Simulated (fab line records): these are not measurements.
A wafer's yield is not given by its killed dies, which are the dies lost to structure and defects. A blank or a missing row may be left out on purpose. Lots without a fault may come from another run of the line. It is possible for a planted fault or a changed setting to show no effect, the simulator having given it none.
Which of the tools did it? ; flow gf180mcu ; 11 lots with 33 wafers sampled at 4 steps, on a route of 602 steps

== WHAT THE GAUGES READ, wafer by wafer ==
GF_STI_THK_MEAS_02. Usual: STI_OXIDATION_THK gives 10.01 nm (standard deviation 0.15).
lot;measured;on;STI_OXIDATION_THK (nm);flag
L620;day 1 11:31;film_metro-03;10.02 9.89 10.00;
L621;day 1 16:31;film_metro-03;9.94 9.92 9.90;
L622;day 1 21:31;film_metro-01;9.94 9.93 9.94;
L629;day 3 08:31;film_metro-01;10.10 10.17 10.14;
L633;day 4 05:32;film_metro-02;10.23 10.13 10.04;
L634;day 4 09:31;film_metro-01;10.11 10.11 10.21;
L635;day 4 14:31;film_metro-03;10.12 10.00 9.90;
L637;day 5 00:31;film_metro-02;9.90 9.75 9.89;
L639;day 5 10:31;film_metro-01;10.05 10.02 9.98;
L641;day 5 21:44;film_metro-01;9.96 9.96 10.02;
L642;day 6 01:31;film_metro-01;10.00 10.04 10.21;

GF_STI_THK_MEAS_30. Usual: STI_OXIDATION_02_THK gives 9.90 nm (standard deviation 0.18).
lot;measured;on;STI_OXIDATION_02_THK (nm);flag
L620;day 2 05:20;film_metro-01;10.04 9.93 9.83;
L621;day 2 10:44;film_metro-02;10.05 9.91 10.12;
L622;day 2 16:08;film_metro-01;9.65 9.82 9.78;
L629;day 4 04:24;film_metro-02;9.68 9.73 9.68;
L633;day 5 01:35;film_metro-01;10.22 10.07 10.00;
L634;day 5 07:39;film_metro-02;9.79 9.89 9.71;
L635;day 5 12:08;film_metro-03;9.77 9.84 9.83;
L637;day 5 22:01;film_metro-01;9.84 9.88 9.87;
L639;day 6 07:11;film_metro-03;9.90 10.01 9.99;
L641;day 6 19:52;film_metro-03;9.93 10.10 10.28;
L642;day 6 23:48;film_metro-02;10.19 10.13 10.15;

== TOOL THAT RAN EACH LOT (tool first, then ch and the chambers of the sampled wafers, then the start) ==
lot;GF_STI_ETCH_13;GF_STI_STRIP_15
L620;rie_diel-03 ch 1,2, day 2 01:05;plasma_asher-04 ch 0,1, day 2 01:14
L621;rie_diel-03 ch 1,2, day 2 06:26;plasma_asher-03 ch 0,1, day 2 06:36
L622;rie_diel-04 ch 0,1,3, day 2 11:50;plasma_asher-03 ch 0,1, day 2 11:59
L629;rie_diel-03 ch 0,1,2, day 3 23:26;plasma_asher-02 ch 0,1, day 3 23:35
L633;rie_diel-02 ch 0,2, day 4 21:22;plasma_asher-04 ch 0,1, day 4 21:31
L634;rie_diel-04 ch 1,2,3, day 5 01:25;plasma_asher-04 ch 0,1, day 5 01:34
L635;rie_diel-04 ch 0,1,3, day 5 06:07;plasma_asher-02 ch 0,1, day 5 06:17
L637;rie_diel-02 ch 0,1,3, day 5 17:04;plasma_asher-03 ch 0,1, day 5 17:14
L639;rie_diel-02 ch 0,2, day 6 02:56;plasma_asher-04 ch 0,1, day 6 03:05
L641;rie_diel-02 ch 0,1,2, day 6 15:37;plasma_asher-03 ch 0,1, day 6 15:48
L642;rie_diel-02 ch 1,2,3, day 6 18:37;plasma_asher-04 ch 1, day 6 18:46
- GF_STI_ETCH_13: etches the open film in CHF3/O2, stops on Si, target depth 282.31 nm, time 112.9 s.
- GF_STI_STRIP_15: strips in O2/N2.

== WHAT THE TOOLS THEMSELVES READ (means of the sampled wafers that have a number; where no wafer has one, the mark that the record gives instead) ==
GF_STI_ETCH_13. Usual: bias_w 200.0 W, standard deviation 0.62; chamber_pressure_mTorr 40.00 mTorr, standard deviation 0.033; drypump_motor_current_A 5.6 A, standard deviation 0.48; oes_product_au 0.830 a.u., standard deviation 0.0059; throttle_valve_pct 8.810 %, standard deviation 0.0083.
lot;tool;bias_w (W);chamber_pressure_mTorr (mTorr);drypump_motor_current_A (A);oes_product_au (a.u.);throttle_valve_pct (%);flag
L620;rie_diel-03;199.9;40.02;5.8;0.829;8.811;
L621;rie_diel-03;199.6;40.00;5.8;0.828;8.815;
L622;rie_diel-04;199.7;40.02;5.4;0.826;8.798;
L629;rie_diel-03;200.3;39.98;6.0;0.813;8.802;
L633;rie_diel-02;200.8;40.00;5.4;0.827;8.811;
L634;rie_diel-04;200.1;40.00;5.5;0.834;8.813;
L635;rie_diel-04;200.2;40.00;5.4;0.820;8.814;
L637;rie_diel-02;200.5;40.02;5.1;0.833;8.818;
L639;rie_diel-02;200.2;40.00;5.4;0.834;8.810;
L641;rie_diel-02;199.9;40.01;5.2;0.824;8.814;
L642;rie_diel-02;200.2;40.02;4.9;0.826;8.808;

GF_STI_STRIP_15. Usual: chamber_pressure_mTorr 1500.0 mTorr, standard deviation 1.3; drypump_motor_current_A 5.9 A, standard deviation 0.46; heater_power_w 320 W, standard deviation 37; oes_product_au 0.383 a.u., standard deviation 0.005; strip_time_to_endpoint_s 3.71 s, standard deviation 0.05.
lot;tool;chamber_pressure_mTorr (mTorr);drypump_motor_current_A (A);heater_power_w (W);oes_product_au (a.u.);strip_time_to_endpoint_s (s);flag
L620;plasma_asher-04;1499.5;5.6;326;0.385;3.71;
L621;plasma_asher-03;1500.7;5.9;283;0.380;3.68;
L622;plasma_asher-03;1500.1;6.0;295;0.383;3.69;
L629;plasma_asher-02;1500.9;6.1;371;0.375;3.63;
L633;plasma_asher-04;1499.2;6.1;340;0.384;3.69;
L634;plasma_asher-04;1499.9;5.6;328;0.380;3.73;
L635;plasma_asher-02;1500.2;6.1;368;0.385;3.73;
L637;plasma_asher-03;1499.9;5.9;279;0.382;3.67;
L639;plasma_asher-04;1499.7;5.6;326;0.384;3.70;
L641;plasma_asher-03;1499.7;5.9;278;0.382;3.72;
L642;plasma_asher-04;1499.5;6.6;353;0.386;3.70;

== THE ANSWER, worked out from the rows above alone ==
Rule: a lot counts as off when the mean over its wafers that have a number is more than 3 standard deviations away from the usual mean. A lot without any number at a reading at which 4 lots or more have one is off too. All remaining lots with rows at the step are treated as sound. Order of review: gauges by route order, followed by the tools' own readings, for which a lot's mean as printed above is used. At the first step where some lot is off, the reading lying furthest off is the one used; lots without a number count as furthest.
None of the lots is off at any reading shown; this tells nothing.

== WHAT THE SIMULATOR HAD PUT IN ==
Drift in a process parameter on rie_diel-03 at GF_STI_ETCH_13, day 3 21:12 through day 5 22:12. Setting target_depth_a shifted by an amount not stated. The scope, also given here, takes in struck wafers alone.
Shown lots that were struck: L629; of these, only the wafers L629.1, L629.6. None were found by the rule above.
